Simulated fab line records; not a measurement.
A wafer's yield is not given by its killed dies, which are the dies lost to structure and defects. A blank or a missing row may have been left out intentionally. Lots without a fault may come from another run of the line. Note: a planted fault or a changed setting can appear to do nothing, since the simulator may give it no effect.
fab line records	flow gf180mcu
record: lots: 6	wafers: 18	last-day: 34
route steps=602 shown VT_IMPLANT@93
lots with no fault: from the same line, run without faults
start-h: the number of hours between the record's first day and the start of the first shown wafer of the lot	wait-h: how many hours have passed since the lot's step before this one	" the same as in the row above	L1.1+2: several wafers, shown together as one row	- no value, or no start given	* or withheld: withheld	< > ~ a bound
route shown NAME@n: NAME is a module with steps in the file, n the number in the route of the first one	usual: average and standard deviation across the fault-free wafers	same: alike in all rows	chamber/n: place in a boat	sites: each site's reading	_std_site: their standard deviation	_edge_site: inner sites' mean taken away from outer sites' mean	radius-mm: how far each site lies from the wafer's centre	mask NAME#n: copy n	behind: the tool/chamber that last shaped the wafer	hold: the reason the lot was held/the length of the hold in hours/how it ended	device: the n, p or np transistor that did not switch	end of line: the route-end tests of the same wafers	for a step that has no rows: nothing shown but its recipe	killed: not the wafer's yield, but the dies lost to structure and defects at the first sort	map: a wafer's dies, x killed, . not, _ none there
set.NAME: setting as actually run; set.NAME@STEP: the setting as run at that earlier step	model.NAME: the simulator's own value behind a step, which no gauge read
a table for each step, a row for each wafer; lots at some steps of the route
services: the hour from which a tool's chamber was out of use, counted from the record's first day as start-h (under 0 if before that day), plus the number of hours and why
== steps ==
step: GF_VT_IMPLANT_SOFTBAKE_03
recipe: temp-c: 90	time-s: 60	resist: NOVOLAK
step: GF_VT_IMPLANT_EXPOSE_04
recipe: mask-id: LVPWELL_LV_AREA	target-cd-nm: 600	na: 0.6	source-shape: conventional	sigma-outer: 0.6	dose-mj: 140
step: GF_VT_IMPLANT_PEB_05
recipe: temp-c: withheld	time-s: *	resist: NOVOLAK
step: GF_VT_IMPLANT_DEVELOP_06
recipe: develop-time-s: 60	dev-temp-c: 23
step: GF_VT_IMPLANT_OVL_MEAS_07
usual: VT_IMPLANT_OVL: -0.4/1.4
lot.wafer	tool	chamber	start-h	wait-h	VT_IMPLANT_OVL[nm]
L845.1	overlay-01	-	117.48	0.1	-2.6
L845.3	"	-	"	"	-2.0
L845.5	"	-	"	"	-2.2
L857.1	overlay-01	-	189.77	0.1	-2.3
L857.2	"	-	"	"	-3.0
L857.4	"	-	"	"	-2.6
L861.2	overlay-01	-	215.25	0.1	-1.0
L861.3	"	-	"	"	1.3
L861.5	"	-	"	"	0.5
L862.4	overlay-01	-	220.99	0.1	0.1
L862.5	"	-	"	"	-1.5
L862.6	"	-	"	"	-2.4
L863.1	overlay-01	-	227.63	0.1	-2.3
L863.4	"	-	"	"	-0.2
L863.5	"	-	"	"	0.0
L866.2	overlay-02	-	246.02	0.1	0.6
L866.3	"	-	"	"	0.6
L866.5	"	-	"	"	0.2
step: GF_VT_IMPLANT_IMPLANT_08
recipe: species: BF2	energy-kev: 20	dose-cm2: 8.29e+12	tilt-deg: 7
step: GF_VT_IMPLANT_STRIP_09
recipe: chemistry: O2/N2	power-w: 1400	pressure-mtorr: 1500	platen-temp-c: 250	o2-flow-sccm: 3000	n2-flow-sccm: 300	overash-fraction: 0.5
usual: drypump-motor-current-A: 5.5/0.37	heater-power-w: 326/48	oes-product-au: 0.716/0.0046	platen-temp-c: 249.98/0.19	strip-time-to-endpoint-s: 12.63/0.033
lot.wafer	tool	chamber	start-h	wait-h	drypump-motor-current-A	heater-power-w	oes-product-au	platen-temp-c	rf-hours-counter-h	strip-time-to-endpoint-s
L845.1	plasma-asher-02	1	117.67	0.1	5.6	347	0.714	250.04	48	12.62
L845.3	"	0	"	"	5.0	304	0.713	250.03	-	12.62
L845.5	"	0	"	"	5.0	314	0.716	250.03	-	12.61
L857.1	plasma-asher-04	1	189.95	0.1	6.1	270	0.716	249.72	55	12.62
L857.2	"	0	"	"	5.2	332	0.715	250.23	55	12.62
L857.4	"	1	"	"	6.0	275	0.729	249.84	-	12.66
L861.2	plasma-asher-02	1	215.43	0.1	5.6	355	0.713	250.12	58	12.64
L861.3	"	1	"	"	5.6	344	0.710	250.06	-	12.65
L861.5	"	0	"	"	5.0	306	0.720	250.25	-	12.63
L862.4	plasma-asher-04	1	221.19	0.1	6.1	273	0.718	250.19	-	12.58
L862.5	"	0	"	"	5.2	335	0.703	250.41	-	12.59
L862.6	"	1	"	"	6.1	276	0.711	249.85	-	12.62
L863.1	plasma-asher-03	1	227.81	0.1	5.9	433	0.720	250.13	42	12.59
L863.4	"	1	"	"	5.9	435	0.712	249.90	-	12.60
L863.5	"	1	"	"	5.9	433	0.720	249.74	-	12.63
L866.2	plasma-asher-03	0	246.20	0.1	5.4	284	0.723	249.70	44	12.67
L866.3	"	1	"	"	5.9	450	0.706	250.04	-	12.64
L866.5	"	0	"	"	5.4	279	0.710	249.85	-	12.69
step: GF_VT_IMPLANT_TW_MEAS_10
usual: VT_IMPLANT_TW: 561/4.5
lot.wafer	tool	chamber	start-h	wait-h	VT_IMPLANT_TW
L845.1	film-metro-02	-	117.77	0.1	565
L845.3	"	-	"	"	561
L845.5	"	-	"	"	563
L857.1	film-metro-03	-	190.05	0.1	559
L857.2	"	-	"	"	562
L857.4	"	-	"	"	559
L861.2	film-metro-03	-	215.54	0.1	555
L861.3	"	-	"	"	556
L861.5	"	-	"	"	558
L862.4	film-metro-02	-	221.28	0.1	565
L862.5	"	-	"	"	567
L862.6	"	-	"	"	567
L863.1	film-metro-01	-	227.91	0.1	563
L863.4	"	-	"	"	565
L863.5	"	-	"	"	561
L866.2	film-metro-02	-	246.31	0.1	572
L866.3	"	-	"	"	569
L866.5	"	-	"	"	572
step: GF_VT_IMPLANT_DEHYDRATE_11
recipe: temp-c: 200	time-s: 60
step: GF_VT_IMPLANT_HMDS_12
recipe: prime-time-s: 60	prime-temp-c: 120
step: GF_VT_IMPLANT_COAT_13
recipe: resist: NOVOLAK	spin-rpm: 3000	resist-thk-nm: 1000
step: GF_VT_IMPLANT_SOFTBAKE_14
recipe: temp-c: 90	time-s: 60	resist: NOVOLAK
step: GF_VT_IMPLANT_EXPOSE_15
recipe: mask-id: Nwell_LV_AREA	target-cd-nm: 860	na: 0.6	source-shape: conventional	sigma-outer: 0.6	dose-mj: 140
usual: exposure-dose-mJ-cm2: 139.98/0.14	focus-offset-nm: 0.1/0.47	sigma-outer: 0.6/0
lot.wafer	tool	chamber	start-h	wait-h	mask	exposure-dose-mJ-cm2	focus-offset-nm	sigma-outer	model.VT_IMPLANT.overlay-y-nm
L845.1	iline-stepper-02	0	125.13	-	Nwell_LV_AREA#0	139.85	0.0	0.6	1.498
L845.3	"	0	"	"	Nwell_LV_AREA#0	139.68	-0.5	0.6	1.498
L845.5	"	0	"	"	Nwell_LV_AREA#0	140.00	0.7	0.6	1.498
L857.1	iline-stepper-01	0	198.58	-	Nwell_LV_AREA#0	139.89	0.4	0.6	1.106
L857.2	"	0	"	"	Nwell_LV_AREA#0	139.89	0.1	0.6	1.106
L857.4	"	0	"	"	Nwell_LV_AREA#0	139.70	0.5	0.6	1.106
L861.2	iline-stepper-01	-	224.65	-	Nwell_LV_AREA#0	-	-	-	-1.495
L861.3	"	-	"	"	Nwell_LV_AREA#0	-	-	-	-1.495
L861.5	"	-	"	"	Nwell_LV_AREA#0	-	-	-	-1.495
L862.4	iline-stepper-01	-	230.30	-	Nwell_LV_AREA#0	-	-	-	-1.944
L862.5	"	-	"	"	Nwell_LV_AREA#0	-	-	-	-1.944
L862.6	"	-	"	"	Nwell_LV_AREA#0	-	-	-	-1.944
L863.1	iline-stepper-01	0	237.43	-	Nwell_LV_AREA#0	140.04	-0.3	0.6	-0.5671
L863.4	"	0	"	"	Nwell_LV_AREA#0	140.08	0.3	0.6	-0.5671
L863.5	"	0	"	"	Nwell_LV_AREA#0	140.11	-0.5	0.6	-0.5671
L866.2	iline-stepper-02	0	255.91	-	Nwell_LV_AREA#0	139.79	0.5	0.6	1.501
L866.3	"	0	"	"	Nwell_LV_AREA#0	139.82	-0.1	0.6	1.501
L866.5	"	0	"	"	Nwell_LV_AREA#0	139.86	-0.4	0.6	1.501
step: GF_VT_IMPLANT_PEB_16
recipe: temp-c: withheld	time-s: *	resist: NOVOLAK
== services ==
tool	chamber	start-h	hours	kind
plasma-asher-02	-	119.87	2.3	repair
iline-stepper-02	-	139.75	0.8	repair
iline-stepper-01	-	174.98	1.7	pm
plasma-asher-04	-	177.88	0.7	repair
iline-stepper-01	-	202.88	1.0	repair
iline-stepper-01	-	207.90	2.1	pm
iline-stepper-01	-	209.98	-	consumable-replace:lamp
iline-stepper-02	-	218.04	5.0	repair
plasma-asher-04	-	231.25	2.7	repair
== key ==
first-sign: step: GF_VT_IMPLANT_EXPOSE_15	reading: tool-record	direction: missing
effect none on later readings
model-effect: step: GF_VT_IMPLANT_EXPOSE_15	value: VT_IMPLANT.overlay-y-nm	without: -0.9501	struck: -1.719
met-at GF_VT_IMPLANT_EXPOSE_15
struck-wafers L861.2,L861.3,L861.5,L862.4,L862.5,L862.6
later-rows-left-out L861.2,L861.3,L861.5,L862.4,L862.5,L862.6
sort-left-out L861.2,L861.3,L861.5,L862.4,L862.5,L862.6
tester-left-out L861,L862
onset-between 198.58 224.65
fault: kind: skipped-step-whole	tool: iline-stepper-01	chamber: -	onset-h: 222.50	steps: GF_VT_IMPLANT_EXPOSE_15	scope: struck-lots-only
tester-left-out: of these lots the tester's yield and bins aren't shown, on N5 and GAA mostly nor the transistor test; their killed dies are dies lost to structure and defects alone, not to doping, threshold or leakage, so they don't give the yield
sort-left-out: the simulated sort isn't trusted on such a fault, so these wafers' sort isn't shown, and their yield isn't known
later-rows-left-out: the simulator's readings of these wafers behind a module that went badly wrong aren't trusted and aren't shown, but for the sort
